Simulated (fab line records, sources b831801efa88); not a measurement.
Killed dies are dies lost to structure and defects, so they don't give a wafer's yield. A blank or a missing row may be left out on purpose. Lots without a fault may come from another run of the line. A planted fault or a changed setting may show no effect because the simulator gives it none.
fab line records | flow sky130
record lots=6 wafers=18 last_day=50
route steps=708 shown VIA4@648 METAL5@661 PAD_OPEN@708
lots that met no fault: from a run of the same line without faults
start_h: hours from the record's first day to the start of the lot's first wafer shown | wait_h: hours since the lot's step before | " the same as in the row above | L1.1+2: a row that stands for several wafers | - no value, or no start given | * or withheld: withheld | < > ~ a bound
route shown NAME@n: a module of which the file shows steps, and the number in the route of the first | usual: mean/standard deviation of fault-free wafers | same: alike in all rows | chamber/n: place in a boat | sites: the reading at each site | _std_site: their standard deviation | _edge_site: outer sites' mean less inner sites' | radius_mm: how far each site lies from the wafer's centre | mask NAME#n: copy n | behind: the tool/chamber that last shaped the wafer | hold: why the lot was held/for how many hours/how that ended | device: the transistor (n, p or np) that didn't switch | end of line: the same wafers' tests at the end of the route | a step without rows: its recipe alone | killed: dies lost to structure and defects at the first sort, not the wafer's yield | map: a wafer's dies, x killed, . not, _ none there
set.NAME: the setting as run; set.NAME@STEP: as run at that earlier step | model.NAME: the simulator's own value behind a step, which no gauge read
lots at some steps of the route; a table a step, a row a wafer
services: from which hour (start_h, from the record's first day; less than 0 if before it) a tool's chamber was out of use, for how many hours, and why
## steps
# step SKY_VIA4_PEB_09
# recipe temp_c=withheld time_s=* resist=NOVOLAK
# step SKY_VIA4_DEVELOP_10
# recipe resist=NOVOLAK developer=TMAH develop_time_s=60 dev_temp_c=23
# step SKY_VIA4_OVL_MEAS_11
# usual VIA4_OVL=0.5/1.7
# columns lot.wafer tool chamber start_h wait_h VIA4_OVL[nm]
L228.2 overlay-01 - 1031.05 0.1 4.1
L228.3 " - " " 4.4
L228.6 " - " " 3.7
L229.1 overlay-02 - 1045.05 0.1 -1.0
L229.2 " - " " -0.7
L229.5 " - " " -0.2
L235.2 overlay-01 - 1069.10 0.1 1.9
L235.4 " - " " 2.6
L235.6 " - " " 3.2
L239.1 overlay-01 - 1094.84 0.1 0.9
L239.4 " - " " 1.0
L239.5 " - " " 0.9
L240.1 overlay-02 - 1102.99 0.1 0.5
L240.2 " - " " -0.2
L240.6 " - " " 2.6
L246.4 overlay-02 - 1136.71 0.1 0.9
L246.5 " - " " 1.3
L246.6 " - " " 1.8
# step SKY_VIA4_ETCH_12
# recipe target=SiO2 chemistry=C4F8/O2/Ar stop_on=TiN mask_material=NOVOLAK source_w=1500 bias_w=1200 pressure_mtorr=40 c4f8_flow_sccm=withheld O2_flow_sccm=6 Ar_flow_sccm=300 time_s=withheld target_depth_a=5800
# usual oes_product_au=0.926/0.0047
# columns lot.wafer tool chamber start_h wait_h oes_product_au
L228.2 rie_diel-03 1 1031.08 0.0 0.926
L228.3 " 2 " " 0.927
L228.6 " 1 " " 0.919
L229.1 rie_diel-04 3 1045.08 0.0 0.927
L229.2 " 2 " " 0.928
L229.5 " 0 " " 0.924
L235.2 rie_diel-04 1 1069.13 0.0 0.931
L235.4 " 2 " " 0.925
L235.6 " 3 " " 0.939
L239.1 rie_diel-03 0 1094.87 0.0 0.919
L239.4 " 2 " " 0.932
L239.5 " 0 " " 0.926
L240.1 rie_diel-02 2 1103.03 0.0 0.924
L240.2 " 1 " " 0.932
L240.6 " 1 " " 0.929
L246.4 rie_diel-03 2 1136.73 0.0 0.931
L246.5 " 3 " " 0.919
L246.6 " 0 " " 0.930
# step SKY_VIA4_STRIP_13
# recipe chemistry=O2/N2 power_w=1400 pressure_mtorr=1500 platen_temp_c=withheld o2_flow_sccm=3000 n2_flow_sccm=300 overash_fraction=0.5
# usual drypump_motor_current_A=5.7/0.33 oes_product_au=0.710/0.004 strip_time_to_endpoint_s=12.80/0.036
# columns lot.wafer tool chamber start_h wait_h drypump_motor_current_A oes_product_au rf_hours_counter_h strip_time_to_endpoint_s
L228.2 plasma_asher-01 1 1031.16 - 5.5 0.717 89 12.76
L228.3 " 1 " " 5.5 0.703 - 12.78
L228.6 " 1 " " 5.5 0.705 - 12.78
L229.1 plasma_asher-03 1 1045.16 - 5.0 0.711 62 12.81
L229.2 " 0 " " 6.5 0.711 62 12.84
L229.5 " 1 " " 5.0 0.708 - 12.77
L235.2 plasma_asher-02 0 1069.21 - 5.7 0.710 1 12.83
L235.4 " 1 " " 5.5 0.710 - 12.82
L235.6 " 0 " " 5.7 0.712 - 12.79
L239.1 plasma_asher-03 0 1094.94 - 6.5 0.706 66 12.76
L239.4 " 0 " " 6.5 0.710 - 12.79
L239.5 " 1 " " 5.0 0.716 - 12.84
L240.1 plasma_asher-01 0 1103.10 - 5.8 0.710 98 12.81
L240.2 " 1 " " 5.5 0.718 98 12.76
L240.6 " 1 " " 5.5 0.706 - 12.82
L246.4 plasma_asher-03 1 1136.83 - 5.0 0.712 - 12.81
L246.5 " 0 " " 6.5 0.710 - 12.84
L246.6 " 1 " " 5.0 0.710 - 12.79
# step SKY_VIA4_STRIP_14
# recipe chemistry=post_etch_residue_remover time_s=1200 temp_c=72.5
# step SKY_VIA4_CLEAN_15
# recipe chemistry=IPA time_s=180 temp_c=25
# step SKY_VIA4_CLEAN_16
# recipe chemistry=O3/DIW dry=n2_spin
# step SKY_VIA4_SPUTTER_17
# recipe material=TiN target_thk_nm=20 chamber_pressure_pa=5 power_w=4000 time_s=80
# usual throttle_valve_pct=30.5/0.66
# columns lot.wafer tool chamber start_h wait_h throttle_valve_pct
L228.2 pvd_sputter-04 - 1031.76 0.0 30.0
L228.3 " - " " 31.2
L228.6 " - " " 31.1
L229.1 pvd_sputter-03 - 1045.79 0.0 28.9
L229.2 " - " " 30.4
L229.5 " - " " 30.7
L235.2 pvd_sputter-04 - 1069.80 0.0 31.0
L235.4 " - " " 30.8
L235.6 " - " " 29.7
L239.1 pvd_sputter-01 - 1095.67 0.0 31.0
L239.4 " - " " 30.0
L239.5 " - " " 31.4
L240.1 pvd_sputter-03 - 1103.71 0.0 29.1
L240.2 " - " " 30.5
L240.6 " - " " 30.6
L246.4 pvd_sputter-01 - 1137.43 0.0 30.7
L246.5 " - " " 30.0
L246.6 " - " " 31.3
# step SKY_VIA4_CVD_18
# recipe material=W target_thk_nm=505 time_s=152.14 temp_c=400 pressure_torr=40
# usual heater_power_outer_w=530/58 heater_power_w=881/58
# columns lot.wafer tool chamber start_h wait_h heater_power_outer_w heater_power_w
L228.2 cvd_w-01 1 1031.82 0.0 542 886
L228.3 " 0 " " 581 932
L228.6 " 1 " " 561 890
L229.1 cvd_w-02 1 1045.85 0.0 492 883
L229.2 " 0 " " 413 762
L229.5 " 0 " " 419 773
L235.2 cvd_w-01 0 1069.86 0.0 569 956
L235.4 " 0 " " 582 892
L235.6 " 1 " " 557 896
L239.1 cvd_w-02 0 1095.73 0.0 415 777
L239.4 " 0 " " 413 761
L239.5 " 1 " " 502 879
L240.1 cvd_w-01 1 1103.77 0.0 563 864
L240.2 " 0 " " 577 933
L240.6 " 0 " " 559 931
L246.4 cvd_w-01 0 1137.51 0.1 586 939
L246.5 " 1 " " 560 879
L246.6 " 0 " " 571 936
# step SKY_VIA4_RS_MEAS_19
# recipe thk_meas_gauge=four-point-probe reads=W_of_VIA4_CVD_18+TiN_of_VIA4_SPUTTER_17
# usual VIA4_W_RS=0.2254/0.0026
# columns lot.wafer tool chamber start_h wait_h VIA4_W_RS[ohm/sq]
L228.2 film_metro-02 - 1031.99 0.1 0.2255
L228.3 " - " " 0.2281
L228.6 " - " " 0.2248
L229.1 film_metro-01 - 1046.00 0.1 0.2213
L229.2 " - " " 0.2259
L229.5 " - " " 0.2255
L235.2 film_metro-03 - 1070.04 0.1 0.2290
L235.4 " - " " 0.2251
L235.6 " - " " 0.2235
L239.1 film_metro-01 - 1095.88 0.1 0.2254
L239.4 " - " " 0.2267
L239.5 " - " " 0.2217
L240.1 film_metro-01 - 1103.92 0.1 0.2268
L240.2 " - " " 0.2258
L240.6 " - " " 0.2292
L246.4 film_metro-03 - 1137.67 0.1 0.2243
L246.5 " - " " 0.2291
L246.6 " - " " 0.2284
# step SKY_VIA4_THK_MEAS_20
# recipe thk_meas_gauge=xrf reads=W_of_VIA4_CVD_18
# usual VIA4_W_THK=500/7.4
# columns lot.wafer tool chamber start_h wait_h VIA4_W_THK[nm]
L228.2 film_metro-02 - 1032.10 0.1 506
L228.3 " - " " 501
L228.6 " - " " 509
L229.1 film_metro-01 - 1046.12 0.1 502
L229.2 " - " " 491
L229.5 " - " " 491
L235.2 film_metro-03 - 1070.15 0.1 490
L235.4 " - " " 497
L235.6 " - " " 499
L239.1 film_metro-01 - 1096.00 0.1 497
L239.4 " - " " 493
L239.5 " - " " 503
L240.1 film_metro-01 - 1104.04 0.1 486
L240.2 " - " " 491
L240.6 " - " " 481
L246.4 film_metro-03 - 1137.76 0.1 504
L246.5 " - " " 496
L246.6 " - " " 496
# step SKY_VIA4_CMP_21
# recipe stop_on=SiO2 t_overpolish_s=25 down_force_psi=3.5 platen_rpm=60 target_thk_nm=0 pad_velocity_m_s=0.94248
# usual edge_zone_pressure_frac=1.000/0.0048 motor_current_A=10.4/0.83 overpolish_run_s=25.001/0.0096 time_to_endpoint_s=123/4.1
# columns lot.wafer tool chamber start_h wait_h edge_zone_pressure_frac motor_current_A overpolish_run_s time_to_endpoint_s
L228.3 cmp-02 1 1032.20 0.1 0.994 10.4 25.002 123
L228.2 " 2 " " 1.001 9.1 25.004 126
L228.6 " 0 " " 1.009 9.8 24.981 127
L229.2 cmp-02 3 1046.23 0.1 0.999 10.7 24.996 125
L229.1 " 1 " " 1.008 10.9 24.999 123
L229.5 " 2 " " 0.993 9.0 25.015 125
L235.2 cmp-01 3 1070.25 0.1 0.996 11.4 24.995 118
L235.4 " 1 " " 1.004 10.4 24.997 123
L235.6 " 3 " " 0.993 10.9 24.993 120
L239.4 cmp-02 0 1096.06 0.0 0.996 9.6 0.047 190
L239.1 " 2 " " 1.001 9.1 25.012 116
L239.5 " 1 " " 0.993 10.2 24.989 119
L240.1 cmp-02 3 1104.20 0.1 0.997 10.0 25.004 124
L240.2 " 0 " " 1.005 9.7 0.033 191
L240.6 " 2 " " 0.993 8.5 24.990 122
L246.4 cmp-01 3 1137.94 0.2 1.001 10.8 24.999 125
L246.6 " 0 " " 1.005 10.8 24.996 125
L246.5 " 1 " " 1.000 10.0 25.002 120
# step SKY_METAL5_SPUTTER_00
# recipe material=Ti target_thk_nm=15 power_w=3000 time_s=10 chamber_pressure_pa=0.4
# usual throttle_valve_pct=29.8/0.74
# columns lot.wafer tool chamber start_h wait_h throttle_valve_pct
L228.2 pvd_sputter-03 - 1032.45 0.1 30.1
L228.3 " - " " 29.9
L228.6 " - " " 30.4
L229.1 pvd_sputter-01 - 1046.48 0.1 30.0
L229.2 " - " " 29.8
L229.5 " - " " 31.3
L235.2 pvd_sputter-03 - 1070.50 0.2 29.3
L235.4 " - " " 29.9
L235.6 " - " " 30.4
L239.1 pvd_sputter-03 - 1096.36 0.1 30.0
L239.5 " - " " 29.2
L240.1 pvd_sputter-02 - 1104.40 0.1 29.3
L240.6 " - " " 28.9
L246.4 pvd_sputter-02 - 1138.10 0.1 28.9
L246.5 " - " " 28.9
L246.6 " - " " 29.3
# step SKY_PAD_OPEN_PROBE_99
# usual defect_limited_yield=82.2/1.9 killed_at_M0_to_M3=44/6.9 killed_at_M4_up=3.3/1.8 killed_at_contacts=24/5 killed_at_front_end=16/4.6 killed_at_other=0.2/0.42 killed_dies=88/9.2 killed_on_rim=17/3.5 killed_open=48/7.3 killed_short=40/6.5 sort_bin_3_pad_short=0.9/0.43 sort_bin_5_function=10.6/1.5 sort_bin_6_memory=6.4/1.1 sort_n_pass=404/9.2 sort_yield_pct=82.2/1.9
# same gross_dies=492 killed_at_back_side=0 sort_bin_4_leakage[%]=0 sort_bin_8_speed[%]=0
# columns lot.wafer tool chamber start_h wait_h defect_limited_yield[%] killed_at_M0_to_M3 killed_at_M4_up killed_at_contacts killed_at_front_end killed_at_other killed_dies killed_on_rim killed_open killed_short sort_bin_3_pad_short[%] sort_bin_5_function[%] sort_bin_6_memory[%] sort_n_pass sort_yield_pct[%]
L228.2 prober-02 - 1099.62 0.1 78.9 66 2 22 14 0 104 21 53 51 1.4 12.6 7.1 388 78.9
L228.3 prober-02 - 1099.67 0.2 80.9 49 3 25 17 0 94 21 49 45 0.6 11.2 7.3 398 80.9
L228.6 prober-02 - 1099.82 0.2 82.1 41 3 22 22 0 88 18 50 38 1.2 9.1 7.5 404 82.1
L229.1 prober-02 - 1112.19 0.1 84.1 30 2 26 19 1 78 13 39 37 1.0 10.4 4.5 414 84.1
L229.2 prober-02 - 1112.24 0.1 82.9 33 3 27 21 0 84 16 40 43 0.8 8.9 7.3 408 82.9
L229.5 prober-02 - 1112.39 0.2 82.1 53 1 21 13 0 88 16 58 28 0.4 11.4 6.1 404 82.1
L235.2 prober-01 - 1133.84 0.1 79.7 57 2 19 22 0 100 18 53 47 0.8 13.0 6.5 392 79.7
L235.4 prober-01 - 1133.94 0.2 78.0 45 2 29 32 0 108 20 59 49 2.0 14.0 5.9 384 78.0
L235.6 prober-01 - 1134.04 0.2 80.3 47 4 28 18 0 97 18 59 38 1.4 12.0 6.3 395 80.3
L239.1 prober-01 - 1158.77 0.1 81.9 44 4 20 21 0 89 9 48 39 0.6 10.4 7.1 403 81.9
L239.4 prober-01 - 1158.92 0.2 0 37 410 24 20 1 492 96 47 37 84.1 9.8 6.1 0 0
L239.5 prober-01 - 1158.97 0.2 80.7 48 2 22 23 0 95 20 44 50 1.8 10.0 7.5 397 80.7
L240.1 prober-02 - 1164.75 0.1 83.1 46 3 20 14 0 83 22 49 34 1.0 9.8 6.1 409 83.1
L240.2 prober-02 - 1164.80 0.1 0 31 424 17 19 1 492 96 40 31 86.4 9.6 4.1 0 0
L240.6 prober-02 - 1165.00 0.2 79.3 55 1 35 11 0 102 19 63 39 1.2 12.8 6.7 390 79.3
L246.4 prober-02 - 1192.71 0.2 84.3 35 4 16 22 0 77 18 44 33 1.4 9.1 5.1 415 84.3
L246.5 prober-02 - 1192.76 0.2 81.5 51 1 20 19 0 91 19 52 39 1.0 11.2 6.3 401 81.5
L246.6 prober-02 - 1192.81 0.2 83.3 36 1 27 18 0 82 11 47 35 0.6 11.4 4.7 410 83.3
# killed by level:class
L228.2 VIA1:geometric_particle:open=19 METAL1:geometric_particle:short=11 METAL2:geometric_particle:short=8 CONTACT:geometric_particle:open=7 VIA1:geometric_particle:short=6 FIELD_ISO:geometric_particle:open=5 CONTACT:geometric_particle:short=5 VIA3:geometric_particle:open=4
L228.3 CONTACT:geometric_particle:open=11 VIA2:geometric_particle:open=8 FIELD_ISO:geometric_particle:short=7 LI_CONTACT:geometric_particle:open=7 VIA1:geometric_particle:open=7 METAL2:geometric_particle:short=7 VIA1:geometric_particle:short=5 CONTACT:geometric_particle:short=5
L228.6 VIA1:geometric_particle:open=12 CONTACT:geometric_particle:open=8 FIELD_ISO:geometric_particle:open=6 POLY_GATE:geometric_particle:short=5 LOCAL_INTERCONNECT:geometric_particle:short=5 VIA3:geometric_particle:open=5 FIELD_ISO:geometric_particle:short=4 LI_CONTACT:geometric_particle:open=4
L229.1 LI_CONTACT:geometric_particle:open=10 VIA1:geometric_particle:open=8 CONTACT:geometric_particle:short=6 CONTACT:geometric_particle:open=5 VIA2:geometric_particle:open=5 FIELD_ISO:geometric_particle:short=4 VIA1:geometric_particle:short=4 METAL2:geometric_particle:short=4
L229.2 LI_CONTACT:geometric_particle:open=8 CONTACT:geometric_particle:open=8 VIA1:geometric_particle:open=8 METAL1:geometric_particle:short=8 CONTACT:geometric_particle:short=6 VIA3:geometric_particle:short=6 FIELD_ISO:geometric_particle:short=4 FIELD_ISO:geometric_particle:open=4
L229.5 VIA1:geometric_particle:open=13 VIA2:geometric_particle:open=11 LI_CONTACT:geometric_particle:open=9 CONTACT:geometric_particle:open=6 FIELD_ISO:geometric_particle:open=5 VIA2:geometric_particle:short=5 METAL1:geometric_particle:short=4 VIA3:geometric_particle:open=3
L235.2 VIA1:geometric_particle:open=17 VIA3:geometric_particle:open=9 FIELD_ISO:geometric_particle:short=8 LI_CONTACT:geometric_particle:open=6 VIA1:geometric_particle:short=6 FIELD_ISO:geometric_particle:open=5 VIA2:geometric_particle:short=5 CONTACT:geometric_particle:open=5
L235.4 CONTACT:geometric_particle:open=16 FIELD_ISO:geometric_particle:short=12 VIA1:geometric_particle:open=9 FIELD_ISO:geometric_particle:open=7 METAL1:geometric_particle:short=6 POLY_GATE:geometric_particle:open=5 VIA2:geometric_particle:open=5 LI_CONTACT:geometric_particle:open=5
L235.6 VIA1:geometric_particle:open=15 CONTACT:geometric_particle:open=10 LOCAL_INTERCONNECT:geometric_particle:short=7 VIA3:geometric_particle:open=7 FIELD_ISO:geometric_particle:open=6 LI_CONTACT:geometric_particle:open=5 CONTACT:geometric_particle:short=5 METAL2:geometric_particle:short=5
L239.1 CONTACT:geometric_particle:open=10 VIA3:geometric_particle:open=8 VIA1:geometric_particle:open=7 FIELD_ISO:geometric_particle:open=6 VIA2:geometric_particle:open=6 FIELD_ISO:geometric_particle:short=5 LI_CONTACT:geometric_particle:open=5 METAL2:geometric_particle:short=5
L239.4 VIA4:area_cmp=408 VIA1:geometric_particle:open=14 CONTACT:geometric_particle:open=9 LI_CONTACT:geometric_particle:open=7 FIELD_ISO:geometric_particle:short=6 POLY_GATE:geometric_particle:short=5 POLY_GATE:geometric_particle:open=4 LOCAL_INTERCONNECT:geometric_particle:short=4
L239.5 METAL2:geometric_particle:short=11 VIA3:geometric_particle:open=10 FIELD_ISO:geometric_particle:open=9 CONTACT:geometric_particle:open=8 METAL1:geometric_particle:short=6 FIELD_ISO:geometric_particle:short=5 LI_CONTACT:geometric_particle:open=5 CONTACT:geometric_particle:short=5
L240.1 VIA1:geometric_particle:open=15 CONTACT:geometric_particle:open=6 LI_CONTACT:geometric_particle:open=5 METAL2:geometric_particle:short=5 VIA2:geometric_particle:open=5 FIELD_ISO:geometric_particle:open=4 POLY_GATE:geometric_particle:short=4 VIA3:geometric_particle:open=4
L240.2 VIA4:area_cmp=421 VIA1:geometric_particle:open=10 CONTACT:geometric_particle:open=7 VIA3:geometric_particle:short=5 FIELD_ISO:geometric_particle:open=4 CONTACT:geometric_particle:short=4 METAL1:geometric_particle:short=4 FIELD_ISO:geometric_particle:short=3
L240.6 VIA1:geometric_particle:open=16 CONTACT:geometric_particle:open=13 VIA3:geometric_particle:open=10 LI_CONTACT:geometric_particle:open=9 METAL1:geometric_particle:short=7 VIA2:geometric_particle:open=6 POLY_GATE:geometric_particle:short=4 LI_CONTACT:geometric_particle:short=4
L246.4 CONTACT:geometric_particle:open=8 VIA1:geometric_particle:open=8 FIELD_ISO:geometric_particle:open=7 VIA1:geometric_particle:short=5 VIA3:geometric_particle:open=5 FIELD_ISO:geometric_particle:short=4 METAL1:geometric_particle:short=4 METAL2:geometric_particle:short=4
L246.5 VIA1:geometric_particle:open=13 VIA3:geometric_particle:open=8 LI_CONTACT:geometric_particle:open=7 VIA2:geometric_particle:open=7 METAL1:geometric_particle:short=6 FIELD_ISO:geometric_particle:open=5 POLY_GATE:geometric_particle:short=5 LOCAL_INTERCONNECT:geometric_particle:short=4
L246.6 VIA1:geometric_particle:open=12 CONTACT:geometric_particle:open=10 LI_CONTACT:geometric_particle:open=9 FIELD_ISO:geometric_particle:short=6 METAL2:geometric_particle:short=6 FIELD_ISO:geometric_particle:open=5 VIA2:geometric_particle:open=5 LI_CONTACT:geometric_particle:short=4
# map L239.4 (x killed, . not)
__________xxxxxxxxxx_________
________xxxxxxxxxxxxxx_______
______xxxxxxxxxxxxxxxxxx_____
_____xxxxxxxxxxxxxxxxxxxx____
____xxxxxxxxxxxxxxxxxxxxxx___
___xxxxxxxxxxxxxxxxxxxxxxxx__
__xxxxxxxxxxxxxxxxxxxxxxxxxx_
_xxxxxxxxxxxxxxxxxxxxxxxxxxxx
_xxxxxxxxxxxxxxxxxxxxxxxxxxxx
_xxxxxxxxxxxxxxxxxxxxxxxxxxxx
_xxxxxxxxxxxxxxxxxxxxxxxxxxxx
_xxxxxxxxxxxxxxxxxxxxxxxxxxxx
_xxxxxxxxxxxxxxxxxxxxxxxxxxxx
_xxxxxxxxxxxxxxxxxxxxxxxxxxxx
_xxxxxxxxxxxxxxxxxxxxxxxxxxxx
__xxxxxxxxxxxxxxxxxxxxxxxxxx_
___xxxxxxxxxxxxxxxxxxxxxxxx__
____xxxxxxxxxxxxxxxxxxxxxx___
_____xxxxxxxxxxxxxxxxxxxx____
______xxxxxxxxxxxxxxxxxx_____
________xxxxxxxxxxxxxx_______
__________xxxxxxxxxx_________
# map L240.2 (x killed, . not)
__________xxxxxxxxxx_________
________xxxxxxxxxxxxxx_______
______xxxxxxxxxxxxxxxxxx_____
_____xxxxxxxxxxxxxxxxxxxx____
____xxxxxxxxxxxxxxxxxxxxxx___
___xxxxxxxxxxxxxxxxxxxxxxxx__
__xxxxxxxxxxxxxxxxxxxxxxxxxx_
_xxxxxxxxxxxxxxxxxxxxxxxxxxxx
_xxxxxxxxxxxxxxxxxxxxxxxxxxxx
_xxxxxxxxxxxxxxxxxxxxxxxxxxxx
_xxxxxxxxxxxxxxxxxxxxxxxxxxxx
_xxxxxxxxxxxxxxxxxxxxxxxxxxxx
_xxxxxxxxxxxxxxxxxxxxxxxxxxxx
_xxxxxxxxxxxxxxxxxxxxxxxxxxxx
_xxxxxxxxxxxxxxxxxxxxxxxxxxxx
__xxxxxxxxxxxxxxxxxxxxxxxxxx_
___xxxxxxxxxxxxxxxxxxxxxxxx__
____xxxxxxxxxxxxxxxxxxxxxx___
_____xxxxxxxxxxxxxxxxxxxx____
______xxxxxxxxxxxxxxxxxx_____
________xxxxxxxxxxxxxx_______
__________xxxxxxxxxx_________
## services
# columns tool chamber start_h hours kind
cmp-02 - 1013.33 3.2 repair
rie_diel-04 1 1014.65 3.7 repair
rie_diel-03 2 1015.28 3.3 repair
pvd_sputter-01 - 1019.29 1.2 repair
rie_diel-04 0 1033.30 4.2 repair
cmp-02 - 1033.50 0.3 repair
rie_diel-02 2 1037.51 3.8 repair
pvd_sputter-02 - 1046.65 12.6 repair
cvd_w-01 - 1048.05 0.7 repair
plasma_asher-03 - 1052.06 15.6 pm
rie_diel-04 2 1056.59 1.3 repair
cmp-01 - 1057.07 0.8 repair
pvd_sputter-01 - 1059.15 1.0 repair
cmp-02 - 1084.32 4.0 pm
cmp-01 - 1088.56 7.7 pm
rie_diel-03 3 1094.15 3.1 repair
cvd_w-01 0 1108.78 2.3 repair
cmp-02 - 1117.87 0.4 repair
pvd_sputter-01 - 1119.28 5.2 repair
plasma_asher-01 - 1121.31 2.8 pm
cmp-02 - 1127.09 6.0 pm
cmp-01 - 1127.79 1.4 repair
rie_diel-04 0 1134.01 2.7 repair
cvd_w-02 - 1137.59 0.4 repair
## key
first_sign step=SKY_VIA4_CMP_21 reading=overpolish_run_s direction=down sigmas=99+ usual=25.001 struck=0.040
effect step=SKY_VIA4_CMP_21 reading=time_to_endpoint_s direction=up sigmas=17 usual=* struck=*
effect step=SKY_PAD_OPEN_PROBE_99 reading=killed_at_M4_up direction=up sigmas=99+ usual=3.3 struck=417
more_kills_born_at SKY_VIA4_CMP_21@cmp-02=829
met_at SKY_VIA4_CMP_21
struck_wafers L239.4,L240.2
later_rows_left_out L239.4,L240.2
onset_between 1032.20 1096.06
fault kind=process_parameter_drift tool=cmp-02 chamber=0 onset_h=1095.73 steps=SKY_VIA4_CMP_21 channel=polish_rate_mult offset=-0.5 shape=step end_h=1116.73
# later_rows_left_out: the simulator's readings of these wafers behind a module that went badly wrong aren't trusted and aren't shown, but for the sort
